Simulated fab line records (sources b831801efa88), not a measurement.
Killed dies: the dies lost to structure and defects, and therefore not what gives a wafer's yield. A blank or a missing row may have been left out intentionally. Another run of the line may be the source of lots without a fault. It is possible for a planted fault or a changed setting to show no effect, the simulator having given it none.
Problem report in the 8D (eight disciplines) form, filled by code | flow sky130 | the parts of the form that need people (team, actions taken, sign-off) are left out

## 1. WHAT WENT WRONG
run_length_s at SKY_VIA2_SOFTBAKE_08 reads a mean of 105.06 s on 6 wafers of 2 lots; wafers without a fault read 119.17 s with a standard deviation of 0.16. That puts it -88 standard deviations away from the usual mean.
The step: time 90 s.
First seen on wafer L717.2, day 39 14:00, on litho_track-04. The record holds 36 wafers of 12 lots with a number at this step. Rule for "out", or "out of limits": more than 4 standard deviations from the usual mean. The rest of the wafers with a number are treated as sound.

## 2. WHAT IT IS, AND WHAT IT ISN'T
question                    | is                                 | is not
which readings at this step | run_length_s, heater_power_total_W | -
which lots                  | L717, L720                         | L708, L709, L710, L711, L713, L714, L719, L723, L725, L728
which wafers of those lots  | all that have a number             | -
read on which tools         | litho_track-04                     | litho_track-02, litho_track-03
when                        | from day 39 14:00                  | up to then (18 sound wafers); but 12 sound wafers of L719, L723, L725, L728 came after

## 3. SUSPECTS, AND WHAT RULES EACH OUT
Counting: a tool at any process step up to the reading remains a suspect when it ran all the lots that are out and ran no sound lot after the first of those.
- litho_track-04 at SKY_VIA2_SOFTBAKE_08 (time 90 s): kept. It ran every lot that is out, first L717 (day 39 14:00), and no sound lot after that; its last sound lot up to then is L714 (day 38 15:00). Its own heater_power_total_W, run_length_s readings are out on those wafers.
After counting, what remains is litho_track-04 at SKY_VIA2_SOFTBAKE_08.

## 4. THE CAUSE (what the simulator had put in)
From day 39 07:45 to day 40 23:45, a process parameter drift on litho_track-04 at SKY_VIA2_SOFTBAKE_08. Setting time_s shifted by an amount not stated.
Only this tool survived the counting.

## 5. SEQUENCE OF EFFECTS, ordered by route
Each row: a reading whose mean over the struck wafers that have a number lies more than 3 standard deviations from the usual. Only readings whose record carries a usual standard deviation are examined. hours: median over the lots of the time between each lot's start at the first step of this table that gives one and its start at this step. sigmas: the change, counted in usual standard deviations.
hours | step                 | reading              | usual    | on struck wafers | change | sigmas
0     | SKY_VIA2_SOFTBAKE_08 | heater_power_total_W | 57.35 W  | 60.51            | +3.16  | +29
0     | SKY_VIA2_SOFTBAKE_08 | run_length_s         | 119.17 s | 105.06           | -14.11 | -88
The process steps in it:
- SKY_VIA2_SOFTBAKE_08: time 90 s.

## 6. HOW IT WOULD HAVE BEEN CAUGHT EARLIER
In this record no reading fell out of limits until day 39 14:00, 6 hours after the fault had begun at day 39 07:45.
